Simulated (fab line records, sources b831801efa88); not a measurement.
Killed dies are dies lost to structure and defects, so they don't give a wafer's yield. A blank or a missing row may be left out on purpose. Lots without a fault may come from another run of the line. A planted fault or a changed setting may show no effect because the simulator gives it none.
fab line records | flow sky130
record lots=5 wafers=15 last_day=50
route steps=708 shown GATE_OXIDE@192 POLY_GATE@204 RES_PROTECT@206 PAD_OPEN@708
lots that met no fault: from a run of the same line without faults
start_h: hours from the record's first day to the start of the lot's first wafer shown | wait_h: hours since the lot's step before | " the same as in the row above | L1.1+2: a row that stands for several wafers | - no value, or no start given | * or withheld: withheld | < > ~ a bound
route shown NAME@n: a module of which the file shows steps, and the number in the route of the first | usual: mean/standard deviation of fault-free wafers | same: alike in all rows | chamber/n: place in a boat | sites: the reading at each site | _std_site: their standard deviation | _edge_site: outer sites' mean less inner sites' | radius_mm: how far each site lies from the wafer's centre | mask NAME#n: copy n | behind: the tool/chamber that last shaped the wafer | hold: why the lot was held/for how many hours/how that ended | device: the transistor (n, p or np) that didn't switch | end of line: the same wafers' tests at the end of the route | a step without rows: its recipe alone | killed: dies lost to structure and defects at the first sort, not the wafer's yield | map: a wafer's dies, x killed, . not, _ none there
set.NAME: the setting as run; set.NAME@STEP: as run at that earlier step | model.NAME: the simulator's own value behind a step, which no gauge read
lots at some steps of the route; a table a step, a row a wafer
services: from which hour (start_h, from the record's first day; less than 0 if before it) a tool's chamber was out of use, for how many hours, and why
## steps
# step SKY_GATE_OXIDE_COAT_05
# recipe resist=NOVOLAK spin_rpm=3000 resist_thk_nm=1140
# step SKY_GATE_OXIDE_SOFTBAKE_06
# recipe temp_c=90 time_s=60 resist=NOVOLAK
# step SKY_GATE_OXIDE_EXPOSE_07
# recipe mask_id=LVOM na=0.6 source_shape=conventional sigma_outer=0.6 polarization=unpolarized target_cd_nm=600 dose_mj=170
# step SKY_GATE_OXIDE_PEB_08
# recipe temp_c=withheld time_s=* resist=NOVOLAK
# step SKY_GATE_OXIDE_DEVELOP_09
# recipe resist=NOVOLAK developer=TMAH develop_time_s=60 dev_temp_c=23
# step SKY_GATE_OXIDE_OVL_MEAS_10
# usual GATE_OXIDE_OVL=0.5/1.5
# columns lot.wafer tool chamber start_h wait_h GATE_OXIDE_OVL[nm]
L932.2 overlay-01 - 356.81 0.1 0.6
L932.3 " - " " 0.5
L932.6 " - " " 1.6
L935.1 overlay-01 - 370.29 0.1 -0.1
L935.2 " - " " -2.3
L935.3 " - " " 0.0
L938.1 overlay-01 - 387.20 0.1 -0.4
L938.2 " - " " 1.7
L938.6 " - " " 0.9
L948.2 overlay-01 - 473.06 0.1 2.0
L948.3 " - " " -0.1
L948.5 " - " " 0.4
L951.1 overlay-01 - 494.85 0.1 1.4
L951.2 " - " " 0.5
L951.3 " - " " 1.8
# step SKY_GATE_OXIDE_IMPLANT_11
# recipe species=B energy_kev=10 dose_cm2=2.6e+12 tilt_deg=withheld
# step SKY_GATE_OXIDE_WET_ETCH_12
# recipe chemistry=dHF target_depth_nm=16.8 dry=n2_spin target=SiO2 dilution=100:1 temp_c=25 time_s=336
# step SKY_GATE_OXIDE_STRIP_13
# recipe chemistry=O2/N2 power_w=1400 pressure_mtorr=1500 platen_temp_c=withheld o2_flow_sccm=3000 n2_flow_sccm=300 overash_fraction=0.5
# usual drypump_motor_current_A=5.9/0.48 oes_product_au=0.716/0.0046 strip_time_to_endpoint_s=14.18/0.043
# columns lot.wafer tool chamber start_h wait_h drypump_motor_current_A oes_product_au rf_hours_counter_h strip_time_to_endpoint_s
L932.2 plasma_asher-02 1 357.09 0.0 6.0 0.715 24 14.13
L932.3 " 1 " " 6.0 0.714 - 14.15
L932.6 " 1 " " 6.0 0.719 - 14.15
L935.1 plasma_asher-02 1 370.58 0.0 6.0 0.712 25 14.19
L935.2 " 0 " " 5.4 0.719 25 14.19
L935.3 " 1 " " 6.0 0.720 - 14.18
L938.1 plasma_asher-03 1 387.49 0.0 5.6 0.717 55 14.16
L938.2 " 0 " " 5.5 0.712 55 14.18
L938.6 " 0 " " 5.5 0.723 - 14.18
L948.2 plasma_asher-04 1 473.34 0.0 6.8 0.710 76 14.21
L948.3 " 1 " " 6.8 0.720 - 14.14
L948.5 " 0 " " 6.3 0.713 - 14.18
L951.1 plasma_asher-02 1 495.14 0.0 6.1 0.713 37 14.24
L951.2 " 0 " " 5.4 0.725 37 14.28
L951.3 " 0 " " 5.4 0.724 - 14.26
# step SKY_GATE_OXIDE_TW_MEAS_14
# usual GATE_OXIDE_TW=225.4/2.4
# columns lot.wafer tool chamber start_h wait_h GATE_OXIDE_TW
L932.2 film_metro-02 - 357.20 0.1 228.9
L932.3 " - " " 228.7
L932.6 " - " " 228.1
L935.1 film_metro-01 - 370.68 0.1 224.5
L935.2 " - " " 224.1
L935.3 " - " " 224.0
L938.1 film_metro-01 - 387.59 0.1 224.3
L938.2 " - " " 225.3
L938.6 " - " " 223.3
L948.2 film_metro-02 - 473.45 0.1 227.9
L948.3 " - " " 228.0
L948.5 " - " " 228.4
L951.1 film_metro-02 - 495.24 0.1 226.2
L951.2 " - " " 226.2
L951.3 " - " " 226.3
# step SKY_GATE_OXIDE_CLEAN_15
# recipe chemistry=SC1/SC2 mix=1:4:20 temp_c=70 time_s=150 dry=n2_spin
# step SKY_GATE_OXIDE_OXIDATION_16
# recipe temp_c=800 ambient=O2 idle_temp_c=700 ramp_up_c_per_min=10 ramp_down_c_per_min=3 stabilise_s=600 purge_s=300 target_thk_a=35.7 ox_time_s=1915
# step SKY_POLY_GATE_CVD_00
# recipe material=poly-Si target_thk_nm=180 temp_c=620 time_s=720 pressure_mtorr=200
# usual pressure_mtorr=200.0/0.41 spike_tc_lower_C=620.2/1.3 zone_power_upper_pct=8.1/0.38
# columns lot.wafer tool chamber start_h wait_h pressure_mtorr spike_tc_lower_C zone_power_upper_pct model.poly-Si_of_POLY_GATE_CVD_00.thk_nm
L932.2 lpcvd-01 1 360.72 0.0 200.2 618.8 8.5 180.3
L932.3 " 1 " " 199.9 618.6 8.4 181.3
L932.6 " 1 " " 199.9 619.5 8.5 180.2
L935.1 lpcvd-01 1 372.92 0.0 199.8 618.2 8.6 180.3
L935.2 " 1 " " 199.7 619.7 8.4 180.5
L935.3 " 1 " " 199.8 619.5 8.4 181
L938.1 lpcvd-01 0 389.81 0.0 199.9 620.5 7.7 180.3
L938.2 " 0 " " 200.1 622.5 7.7 180.6
L938.6 " 0 " " 200.1 620.5 7.6 180
L948.2 lpcvd-01 0 475.89 0.0 100.0 622.1 7.7 130.3
L948.3 " 0 " " 99.7 622.1 7.7 128.1
L948.5 " 0 " " 99.8 621.1 7.8 127.9
L951.1 lpcvd-01 1 496.88 0.0 199.9 620.7 8.6 181.2
L951.2 " 1 " " 199.8 617.4 8.5 180.7
L951.3 " 1 " " 200.1 619.3 8.5 179.4
# step SKY_POLY_GATE_THK_MEAS_01
# recipe reads=poly-Si_of_POLY_GATE_CVD_00
# usual POLY_GATE_CVD_00_THK=180.7/1.2
# columns lot.wafer tool chamber start_h wait_h POLY_GATE_CVD_00_THK[nm]
L932.2 film_metro-04 - 361.93 0.0 180.2
L932.3 " - " " 181.5
L932.6 " - " " 180.1
L935.1 film_metro-01 - 374.12 0.0 180.4
L935.2 " - " " 180.4
L935.3 " - " " 180.9
L938.1 film_metro-01 - 391.01 0.0 180.3
L938.2 " - " " 180.6
L938.6 " - " " 180.1
L948.2 film_metro-04 - 477.10 0.0 130.4
L948.3 " - " " 128.1
L948.5 " - " " 127.8
L951.1 film_metro-02 - 498.08 0.0 181.3
L951.2 " - " " 180.7
L951.3 " - " " 179.5
# step SKY_RES_PROTECT_DEHYDRATE_00
# recipe temp_c=200 time_s=60
# step SKY_RES_PROTECT_HMDS_01
# recipe prime_time_s=60 prime_temp_c=120
# step SKY_RES_PROTECT_COAT_02
# recipe resist=NOVOLAK spin_rpm=3000 resist_thk_nm=1140
# step SKY_RES_PROTECT_SOFTBAKE_03
# recipe temp_c=90 time_s=60 resist=NOVOLAK
# step SKY_RES_PROTECT_EXPOSE_04
# recipe mask_id=RPM na=0.6 source_shape=conventional sigma_outer=0.6 polarization=unpolarized target_cd_nm=1270 dose_mj=131
# step SKY_RES_PROTECT_PEB_05
# recipe temp_c=withheld time_s=* resist=NOVOLAK
# step SKY_RES_PROTECT_DEVELOP_06
# recipe resist=NOVOLAK developer=TMAH develop_time_s=57.33 dev_temp_c=23
# step SKY_POLY_GATE_IMPLANT_02
# recipe species=P energy_kev=30 dose_cm2=7.7e+15 tilt_deg=0
# step SKY_RES_PROTECT_STRIP_07
# recipe chemistry=O2/N2 power_w=1400 pressure_mtorr=1500 platen_temp_c=withheld o2_flow_sccm=3000 n2_flow_sccm=300 overash_fraction=0.5
# usual drypump_motor_current_A=6.0/0.49 oes_product_au=0.517/0.005 strip_time_to_endpoint_s=23.30/0.041
# columns lot.wafer tool chamber start_h wait_h drypump_motor_current_A oes_product_au rf_hours_counter_h strip_time_to_endpoint_s
L932.2 plasma_asher-01 1 388.74 0.1 6.3 0.519 73 23.30
L932.3 " 1 " " 6.3 0.516 - 23.30
L932.6 " 0 " " 5.7 0.514 - 23.31
L935.1 plasma_asher-01 0 402.09 0.1 5.7 0.523 75 23.34
L935.2 " 1 " " 6.3 0.522 75 23.33
L935.3 " 1 " " 6.2 0.523 - 23.38
L938.1 plasma_asher-01 1 419.94 0.1 6.3 0.517 77 23.32
L938.2 " 0 " " 5.7 0.518 77 23.33
L938.6 " 0 " " 5.7 0.519 - 23.30
L948.2 plasma_asher-04 0 507.84 0.2 6.3 0.509 79 23.38
L948.3 " 1 " " 6.8 0.517 - 23.35
L948.5 " 0 " " 6.3 0.508 - 23.33
L951.1 plasma_asher-04 1 528.74 0.1 6.8 0.519 81 23.29
L951.2 " 0 " " 6.3 0.501 81 23.31
L951.3 " 1 " " 6.8 0.522 - 23.31
# step SKY_RES_PROTECT_TW_MEAS_08
# usual POLY_GATE_TW=4026/59
# columns lot.wafer tool chamber start_h wait_h POLY_GATE_TW
L932.2 film_metro-03 - 388.85 0.1 4002
L932.3 " - " " 4005
L932.6 " - " " 4015
L935.1 film_metro-03 - 402.19 0.1 4027
L935.2 " - " " 4040
L935.3 " - " " 4028
L938.1 film_metro-02 - 420.04 0.1 4115
L938.2 " - " " 4132
L938.6 " - " " 4116
L948.2 film_metro-02 - 507.95 0.1 4058
L948.3 " - " " 4076
L948.5 " - " " 4087
L951.1 film_metro-04 - 528.84 0.1 3947
L951.2 " - " " 3957
L951.3 " - " " 3979
# step SKY_RES_PROTECT_CLEAN_09
# recipe chemistry=SC1/SC2 mix=1:4:20 temp_c=70 time_s=150 dry=n2_spin
# columns lot.wafer tool chamber start_h wait_h model.poly-Si_of_POLY_GATE_CVD_00.thk_nm
L932.2+6 wet_bench-04 2 388.90 0.0 179.6
L932.3 " 2 " " 180.7
L935.1 wet_bench-04 2 402.25 0.1 179.7
L935.2 " 2 " " 179.9
L935.3 " 2 " " 180.3
L938.1 wet_bench-04 3 420.10 0.1 179.7
L938.2 " 3 " " 180
L938.6 " 3 " " 179.4
L948.2 wet_bench-03 0 508.00 0.0 129.7
L948.3 " 0 " " 127.5
L948.5 " 0 " " 127.2
L951.1 wet_bench-04 3 528.90 0.1 180.5
L951.2 " 3 " " 180.1
L951.3 " 3 " " 178.8
# step SKY_POLY_GATE_CVD_03
# recipe material=Si3N4 precursor=DCS/NH3 target_thk_nm=75 temp_c=770 time_s=1290 pressure_mtorr=250
# step SKY_POLY_GATE_THK_MEAS_04
# recipe reads=Si3N4_of_POLY_GATE_CVD_03
# usual POLY_GATE_CVD_03_THK=75.3/0.82
# columns lot.wafer tool chamber start_h wait_h POLY_GATE_CVD_03_THK[nm]
L932.2 film_metro-04 - 391.30 0.0 75.8
L932.3 " - " " 75.8
L932.6 " - " " 76.2
L935.1 film_metro-02 - 408.33 0.0 76.7
L935.2 " - " " 76.4
L935.3 " - " " 76.1
L938.1 film_metro-04 - 424.53 0.0 75.7
L938.2 " - " " 76.1
L938.6 " - " " 76.5
L948.2 film_metro-01 - 509.42 0.0 73.8
L948.3 " - " " 73.3
L948.5 " - " " 74.2
L951.1 film_metro-01 - 531.36 0.0 74.6
L951.2 " - " " 75.0
L951.3 " - " " 74.4
# step SKY_POLY_GATE_DEHYDRATE_05
# recipe temp_c=200 time_s=60
# step SKY_POLY_GATE_HMDS_06
# recipe prime_time_s=60 prime_temp_c=120
# step SKY_POLY_GATE_COAT_07
# recipe resist=BARC temp_c=withheld time_s=withheld spin_rpm=3000 resist_thk_nm=110
# step SKY_POLY_GATE_COAT_08
# recipe resist=KrF-thick spin_rpm=3000 resist_thk_nm=450
# step SKY_POLY_GATE_SOFTBAKE_09
# recipe temp_c=100 time_s=90 resist=KrF-thick
# step SKY_POLY_GATE_EXPOSE_10
# recipe mask_id=P1M na=0.68 source_shape=conventional sigma_outer=0.6 target_cd_nm=150 dose_mj=28
# step SKY_POLY_GATE_PEB_11
# recipe peb_temp_c=withheld peb_time_s=withheld resist=KrF-thick
# step SKY_POLY_GATE_DEVELOP_12
# recipe develop_time_s=60 resist=KrF-thick dev_temp_c=21
# step SKY_POLY_GATE_CD_MEAS_13
# recipe target_cd_nm=150
# usual cd_nm=149.8/1.5
# columns lot.wafer tool chamber start_h wait_h cd_nm
L932.2 cd_sem-01 - 420.92 - 152.3
L932.3 " - " " 150.6
L932.6 " - " " 152.0
L935.1 cd_sem-01 - 438.50 - 149.3
L935.2 " - " " 151.1
L935.3 " - " " 151.1
L938.1 cd_sem-01 - 454.74 - 150.7
L938.2 " - " " 149.6
L938.6 " - " " 150.2
L948.2 cd_sem-01 - 539.66 - 147.9
L948.3 " - " " 148.2
L948.5 " - " " 148.6
L951.1 cd_sem-02 - 561.10 - 150.3
L951.2 " - " " 150.5
L951.3 " - " " 151.2
# step SKY_POLY_GATE_OVL_MEAS_14
# usual POLY_GATE_OVL=-2/4.8
# columns lot.wafer tool chamber start_h wait_h POLY_GATE_OVL[nm]
L932.2 overlay-02 - 421.03 0.1 -6
L932.3 " - " " -2
L932.6 " - " " -1
L935.1 overlay-02 - 438.62 0.1 -2
L935.2 " - " " -11
L935.3 " - " " -6
L938.1 overlay-01 - 454.86 0.1 -1
L938.2 " - " " -5
L938.6 " - " " -8
L948.2 overlay-02 - 539.77 0.1 -4
L948.3 " - " " -6
L948.5 " - " " -2
L951.1 overlay-01 - 561.22 0.1 -11
L951.2 " - " " 0
L951.3 " - " " -5
# step SKY_POLY_GATE_ETCH_15
# recipe chemistry=N2/H2 target=BARC ion_energy_ev=200 source_w=500 bias_w=100 pressure_mtorr=30 n2_flow_sccm=100 h2_flow_sccm=200 stop_on=SiO2 time_s=118.5 target_depth_a=1100
# usual bias_w=100.0/0.32 drypump_motor_current_A=5.9/0.4 oes_product_au=0.716/0.0048 throttle_valve_pct=13.212/0.0086
# columns lot.wafer tool chamber start_h wait_h bias_w drypump_motor_current_A oes_product_au rf_hours_counter_h throttle_valve_pct
L932.2 rie_diel-01 0 421.06 0.0 99.6 6.2 0.712 55 13.201
L932.3 " 3 " " 100.0 5.1 0.718 2 13.226
L932.6 " 2 " " 99.8 5.7 0.718 - 13.199
L935.1 rie_diel-04 3 438.65 0.0 99.9 6.0 0.718 45 13.215
L935.2 " 0 " " 99.7 5.5 0.713 53 13.217
L935.3 " 2 " " 100.0 6.2 0.708 44 13.210
L938.1 rie_diel-03 1 454.90 0.0 100.0 5.9 0.716 14 13.221
L938.2 " 3 " " 100.2 6.3 0.713 1 13.218
L938.6 " 0 " " 100.6 6.1 0.720 - 13.230
L948.2 rie_diel-01 3 539.80 0.0 100.0 5.1 0.716 4 13.211
L948.3 " 1 " " 99.5 6.1 0.715 17 13.220
L948.5 " 3 " " 99.9 5.1 0.711 - 13.209
L951.1 rie_diel-03 3 561.26 0.0 99.7 6.4 0.721 3 13.215
L951.2 " 1 " " 99.8 5.9 0.713 15 13.221
L951.3 " 2 " " 99.8 6.5 0.710 49 13.211
# step SKY_POLY_GATE_ETCH_16
# recipe stop_on=poly-Si chemistry=CH3F/O2 target=Si3N4 source_w=400 bias_w=80 pressure_mtorr=25 ch3f_flow_sccm=40 O2_flow_sccm=30 time_s=147.5 target_depth_a=750
# usual bias_w=79.97/0.25 drypump_motor_current_A=5.9/0.4 oes_product_au=0.640/0.0055 throttle_valve_pct=10.536/0.0093
# columns lot.wafer tool chamber start_h wait_h bias_w drypump_motor_current_A oes_product_au rf_hours_counter_h throttle_valve_pct
L932.2 rie_diel-01 0 421.14 0.0 79.94 6.2 0.646 55 10.529
L932.3 " 3 " " 80.29 5.1 0.632 2 10.528
L932.6 " 2 " " 80.16 5.7 0.635 - 10.544
L935.1 rie_diel-04 3 438.74 0.0 79.86 6.0 0.650 45 10.528
L935.2 " 0 " " 80.38 5.5 0.643 53 10.534
L935.3 " 2 " " 80.12 6.2 0.650 44 10.537
L938.1 rie_diel-03 1 454.98 0.0 79.83 5.9 0.645 14 10.543
L938.2 " 3 " " 79.75 6.4 0.644 1 10.517
L938.6 " 0 " " 80.59 6.1 0.653 - 10.526
L948.2 rie_diel-01 3 539.88 0.0 79.92 5.0 0.638 4 10.545
L948.3 " 1 " " 80.00 6.0 0.627 17 10.546
L948.5 " 3 " " 79.83 5.1 0.630 - 10.529
L951.1 rie_diel-03 3 561.34 0.0 80.12 6.3 0.627 3 10.537
L951.2 " 1 " " 79.54 5.9 0.637 16 10.547
L951.3 " 2 " " 79.90 6.4 0.640 49 10.534
# step SKY_POLY_GATE_ETCH_17
# recipe target_depth_nm=180 stop_on=SiO2 over_etch_frac=0.56667 chemistry=HBr/Cl2 target=poly-Si icp_w=400 bias_w=100 pressure_mtorr=10 HBr_flow_sccm=150 Cl2_flow_sccm=50 time_s=70.5
# usual bias_w=100.0/0.31 drypump_motor_current_A=5.7/0.47 oes_product_au=0.986/0.0071 throttle_valve_pct=33.685/0.0093
# columns lot.wafer tool chamber start_h wait_h bias_w drypump_motor_current_A oes_product_au rf_hours_counter_h throttle_valve_pct model.etch.depth_nm model.POLY_GATE.feature_depth_nm
L932.2 rie_si-01 0 421.24 0.0 99.7 5.0 0.984 3 33.673 179.6 179.6
L932.3 " 3 " " 100.3 6.4 0.983 0 33.681 177.5 177.5
L932.6 " 2 " " 100.1 5.9 0.988 - 33.694 177.6 177.6
L935.1 rie_si-02 2 438.83 0.0 100.4 5.5 0.994 18 33.689 179.7 179.7
L935.2 " 3 " " 99.7 5.7 0.992 1 33.682 179.9 179.9
L935.3 " 0 " " 99.8 6.2 0.989 1 33.683 180.3 180.3
L938.1 rie_si-01 1 455.08 0.0 100.5 5.6 0.995 4 33.674 179.7 179.7
L938.2 " 2 " " 99.9 5.9 0.977 64 33.684 177.4 177.4
L938.6 " 3 " " 100.1 6.3 0.970 - 33.684 175.8 175.8
L948.2 rie_si-01 0 539.98 0.0 99.9 5.0 0.795 4 33.684 129.7 129.7
L948.3 " 1 " " 100.3 5.6 0.784 4 33.683 127.5 127.5
L948.5 " 1 " " 100.3 5.6 0.782 - 33.689 127.2 127.2
L951.1 rie_si-02 2 561.44 0.0 99.6 5.5 0.977 19 33.701 179.8 179.8
L951.2 " 3 " " 100.3 5.7 0.993 1 33.678 180.1 180.1
L951.3 " 1 " " 100.4 5.0 0.973 3 33.684 176.3 176.3
# step SKY_POLY_GATE_STRIP_18
# recipe chemistry=O2/N2 power_w=1400 pressure_mtorr=1500 platen_temp_c=withheld o2_flow_sccm=3000 n2_flow_sccm=300 overash_fraction=0.5
# usual drypump_motor_current_A=6.0/0.42 oes_product_au=0.360/0.0048 strip_time_to_endpoint_s=3.16/0.038
# columns lot.wafer tool chamber start_h wait_h drypump_motor_current_A oes_product_au rf_hours_counter_h strip_time_to_endpoint_s
L932.2 plasma_asher-02 1 421.30 0.0 6.0 0.365 29 3.17
L932.3 " 1 " " 6.0 0.360 - 3.17
L932.6 " 1 " " 6.0 0.360 - 3.18
L935.1 plasma_asher-02 1 438.89 0.0 6.1 0.360 31 3.15
L935.2 " 0 " " 5.4 0.355 31 3.06
L935.3 " 1 " " 6.0 0.355 - 3.16
L938.1 plasma_asher-04 0 455.14 0.0 6.3 0.355 74 3.06
L938.2 " 1 " " 6.8 0.371 74 3.17
L938.6 " 1 " " 6.8 0.362 - 3.16
L948.2 plasma_asher-01 1 540.04 0.0 6.3 0.363 10 3.15
L948.3 " 0 " " 5.7 0.367 - 3.16
L948.5 " 0 " " 5.7 0.363 - 3.17
L951.1 plasma_asher-02 0 561.49 0.0 5.4 0.358 44 3.17
L951.2 " 1 " " 6.0 0.355 44 3.07
L951.3 " 0 " " 5.5 0.354 - 3.21
# step SKY_PAD_OPEN_PROBE_99
# usual killed_at_M0_to_M3=44/6.7 killed_at_M4_up=3.1/1.8 killed_at_contacts=24/5.1 killed_at_front_end=16/4.7 killed_at_other=0.3/0.59 killed_dies=88/9.6 killed_on_rim=17/3.8 killed_open=48/7.3 killed_short=39/6.5
# same gross_dies=492 killed_at_back_side=0
# columns lot.wafer tool chamber start_h wait_h killed_at_M0_to_M3 killed_at_M4_up killed_at_contacts killed_at_front_end killed_at_other killed_dies killed_on_rim killed_open killed_short model.etest.res_xhigh_po.line_ohm_um model.etest.res_xhigh_po.rs_ohm_sq model.etest.res_high_po.line_ohm_um model.etest.res_poly.line_ohm_um model.etest.tip_sonos.rs_ohm_sq model.etest.res_high_po.rs_ohm_sq model.etest.licon_high_po.rc_ohm model.etest.res_poly.rs_ohm_sq
L932.2 prober-01 - 1111.43 0.1 36 3 27 15 0 81 15 43 38 5885 2067 732.2 518.8 2595 254.5 338.9 47.41
L932.3 prober-01 - 1111.48 0.2 55 3 25 16 1 100 19 55 45 6188 2180 745.2 500.5 2619 264 356.2 48.27
L932.6 prober-01 - 1111.63 0.2 49 5 30 18 0 102 16 49 53 6070 2144 726.8 499.4 2666 261.3 352.4 48.04
L935.1 prober-01 - 1121.46 0.1 50 1 28 25 0 104 20 55 48 5986 2068 772.9 523.6 2691 263 364.1 47.98
L935.2 prober-01 - 1121.51 0.1 47 2 22 20 0 91 18 55 35 6048 2129 757.2 510.3 2698 263.3 355.5 48.16
L935.3 prober-01 - 1121.56 0.2 51 3 31 27 0 112 20 64 48 5509 1940 710.2 489.1 2681 252.2 335.5 46.71
L938.1 prober-01 - 1131.27 0.1 35 8 24 15 0 82 18 45 37 6236 2205 767.3 524 2552 269.7 377.2 48.91
L938.2 prober-01 - 1131.32 0.1 48 1 29 18 0 96 18 52 43 6038 2114 740.8 499.5 2664 263.8 369.2 48.05
L938.6 prober-01 - 1131.52 0.2 41 2 26 17 0 86 17 49 37 6105 2163 768.3 498.5 2634 267.8 356.5 48.39
L948.2 prober-01 - 1179.96 0.1 40 3 22 8 0 73 10 53 20 5390 1890 917.2 669 2548 323.2 309.2 62.03
L948.3 prober-01 - 1180.01 0.2 39 3 28 14 0 84 13 37 47 5611 1928 966.6 716.9 2569 331.1 311.6 63.39
L948.5 prober-01 - 1180.11 0.2 38 0 19 15 1 73 20 46 27 5602 1946 951.9 672.5 2575 334 325.5 63.69
L951.1 prober-02 - 1197.42 0.1 47 3 35 9 0 94 13 50 44 5734 1983 738.7 508.3 2662 257.7 350.8 47
L951.2 prober-02 - 1197.47 0.1 38 1 25 19 0 83 15 48 34 6025 2066 745.7 502 2688 260.5 353.3 48.08
L951.3 prober-02 - 1197.52 0.2 48 4 18 27 1 98 25 52 46 5846 2053 749.1 511.3 2704 259.1 351.5 48.02
# killed by level:class
L932.2 CONTACT:geometric_particle:open=16 VIA2:geometric_particle:open=7 LI_CONTACT:geometric_particle:open=6 POLY_GATE:geometric_particle:short=5 METAL2:geometric_particle:short=5 VIA2:geometric_particle:short=4 METAL1:geometric_particle:short=4 VIA1:geometric_particle:open=4
L932.3 VIA3:geometric_particle:open=11 VIA2:geometric_particle:open=8 METAL2:geometric_particle:short=8 CONTACT:geometric_particle:short=7 VIA1:geometric_particle:open=7 CONTACT:geometric_particle:open=6 METAL1:geometric_particle:short=6 LI_CONTACT:geometric_particle:open=5
L932.6 VIA1:geometric_particle:open=13 METAL2:geometric_particle:short=10 LI_CONTACT:geometric_particle:open=7 CONTACT:geometric_particle:short=7 CONTACT:geometric_particle:open=6 METAL1:geometric_particle:short=6 VIA2:geometric_particle:open=6 POLY_GATE:geometric_particle:open=5
L935.1 VIA1:geometric_particle:open=16 CONTACT:geometric_particle:open=10 VIA3:geometric_particle:open=9 POLY_GATE:geometric_particle:open=8 CONTACT:geometric_particle:short=7 METAL1:geometric_particle:short=6 METAL3:geometric_particle:short=6 FIELD_ISO:geometric_particle:short=5
L935.2 VIA1:geometric_particle:open=12 CONTACT:geometric_particle:open=8 VIA3:geometric_particle:open=8 LI_CONTACT:geometric_particle:open=7 FIELD_ISO:geometric_particle:short=6 METAL2:geometric_particle:short=6 FIELD_ISO:geometric_particle:open=5 VIA1:geometric_particle:short=5
L935.3 CONTACT:geometric_particle:open=10 VIA1:geometric_particle:open=10 VIA3:geometric_particle:open=9 FIELD_ISO:geometric_particle:open=8 POLY_GATE:geometric_particle:open=8 METAL1:geometric_particle:short=7 LOCAL_INTERCONNECT:geometric_particle:short=7 VIA1:geometric_particle:short=7
L938.1 VIA1:geometric_particle:open=12 CONTACT:geometric_particle:open=9 LOCAL_INTERCONNECT:geometric_particle:short=8 FIELD_ISO:geometric_particle:open=6 VIA2:geometric_particle:open=5 VIA2:geometric_particle:short=5 METAL4:geometric_particle:short=5 FIELD_ISO:geometric_particle:short=4
L938.2 VIA1:geometric_particle:open=14 CONTACT:geometric_particle:open=10 LI_CONTACT:geometric_particle:open=8 METAL2:geometric_particle:short=8 LOCAL_INTERCONNECT:geometric_particle:short=6 POLY_GATE:geometric_particle:short=5 VIA3:geometric_particle:open=5 FIELD_ISO:geometric_particle:short=4
L938.6 CONTACT:geometric_particle:open=14 VIA1:geometric_particle:open=11 METAL2:geometric_particle:short=7 METAL1:geometric_particle:short=5 LI_CONTACT:geometric_particle:open=4 VIA2:geometric_particle:open=4 VIA3:geometric_particle:open=4 FIELD_ISO:geometric_particle:open=3
L948.2 VIA2:geometric_particle:open=13 VIA1:geometric_particle:open=9 VIA3:geometric_particle:open=9 LI_CONTACT:geometric_particle:open=7 CONTACT:geometric_particle:open=6 CONTACT:geometric_particle:short=4 LOCAL_INTERCONNECT:geometric_particle:open=3 METAL2:geometric_particle:short=3
L948.3 LI_CONTACT:geometric_particle:open=8 VIA3:geometric_particle:short=8 VIA1:geometric_particle:open=7 CONTACT:geometric_particle:short=6 CONTACT:geometric_particle:open=6 METAL1:geometric_particle:short=6 LOCAL_INTERCONNECT:geometric_particle:short=5 VIA3:geometric_particle:open=5
L948.5 VIA1:geometric_particle:open=11 VIA2:geometric_particle:open=10 CONTACT:geometric_particle:open=8 POLY_GATE:geometric_particle:short=5 VIA3:geometric_particle:open=5 POLY_GATE:geometric_particle:open=4 LI_CONTACT:geometric_particle:open=4 CONTACT:geometric_particle:short=3
L951.1 CONTACT:geometric_particle:open=16 VIA1:geometric_particle:open=15 LOCAL_INTERCONNECT:geometric_particle:short=7 VIA2:geometric_particle:open=7 METAL2:geometric_particle:short=6 VIA2:geometric_particle:short=5 CONTACT:geometric_particle:short=4 VIA1:geometric_particle:short=4
L951.2 CONTACT:geometric_particle:open=11 VIA1:geometric_particle:open=9 VIA1:geometric_particle:short=7 FIELD_ISO:geometric_particle:short=6 LI_CONTACT:geometric_particle:open=6 FIELD_ISO:geometric_particle:open=5 VIA2:geometric_particle:open=5 VIA3:geometric_particle:open=5
L951.3 VIA1:geometric_particle:open=12 VIA3:geometric_particle:open=10 FIELD_ISO:geometric_particle:short=9 METAL3:geometric_particle:short=7 POLY_GATE:geometric_particle:open=6 METAL2:geometric_particle:short=6 FIELD_ISO:geometric_particle:open=5 LI_CONTACT:geometric_particle:short=5
## services
# columns tool chamber start_h hours kind
plasma_asher-04 - 334.54 1.7 repair
rie_diel-01 0 337.71 4.4 repair
plasma_asher-04 - 347.88 11.7 repair
rie_diel-03 3 351.30 8.2 repair
lpcvd-01 - 366.03 6.0 pm
plasma_asher-02 - 382.76 7.7 repair
wet_bench-03 - 419.56 1.7 repair
plasma_asher-01 - 421.25 9.0 pm
wet_bench-03 - 437.92 1.9 repair
rie_si-02 1 464.00 8.6 repair
rie_diel-03 2 469.46 8.2 repair
rie_si-02 - 477.89 0.4 repair
rie_si-02 - 484.24 2.8 pm
rie_diel-04 - 486.67 0.3 repair
rie_diel-04 3 491.79 17.2 repair
plasma_asher-04 - 493.65 2.4 repair
plasma_asher-01 - 502.89 5.2 repair
rie_diel-04 3 517.77 8.4 repair
rie_diel-01 0 519.07 9.4 repair
rie_diel-03 1 521.07 3.7 repair
rie_diel-03 3 522.74 6.1 repair
rie_diel-03 3 530.39 9.9 repair
wet_bench-04 - 544.60 1.9 pm
rie_si-01 3 554.67 5.6 repair
## key
first_sign step=SKY_POLY_GATE_CVD_00 reading=pressure_mtorr direction=down sigmas=99+ usual=200.0 struck=99.8
effect step=SKY_POLY_GATE_THK_MEAS_01 reading=POLY_GATE_CVD_00_THK direction=down sigmas=44 usual=180.7 struck=128.7
effect step=SKY_POLY_GATE_ETCH_17 reading=oes_product_au direction=down sigmas=28 usual=0.986 struck=0.787
model_effect step=SKY_POLY_GATE_CVD_00 value=poly-Si_of_POLY_GATE_CVD_00.thk_nm without=181.5 struck=128.8
model_effect step=SKY_RES_PROTECT_CLEAN_09 value=poly-Si_of_POLY_GATE_CVD_00.thk_nm without=180.9 struck=128.2
model_effect step=SKY_POLY_GATE_ETCH_17 value=etch.depth_nm without=179.1 struck=128.2
model_effect step=SKY_PAD_OPEN_PROBE_99 value=etest.res_xhigh_po.line_ohm_um without=6124 struck=5535
met_at SKY_POLY_GATE_CVD_00
struck_wafers L948.2,L948.3,L948.5
tester_left_out L948
onset_between 389.81 475.89
fault kind=process_parameter_drift tool=lpcvd-01 chamber=0 onset_h=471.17 steps=SKY_POLY_GATE_CVD_00 channel=pressure_mtorr offset=-100 shape=step end_h=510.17 stated=200
# tester_left_out: of these lots the tester's yield and bins aren't shown, on N5 and GAA mostly nor the transistor test; their killed dies are dies lost to structure and defects alone, not to doping, threshold or leakage, so they don't give the yield
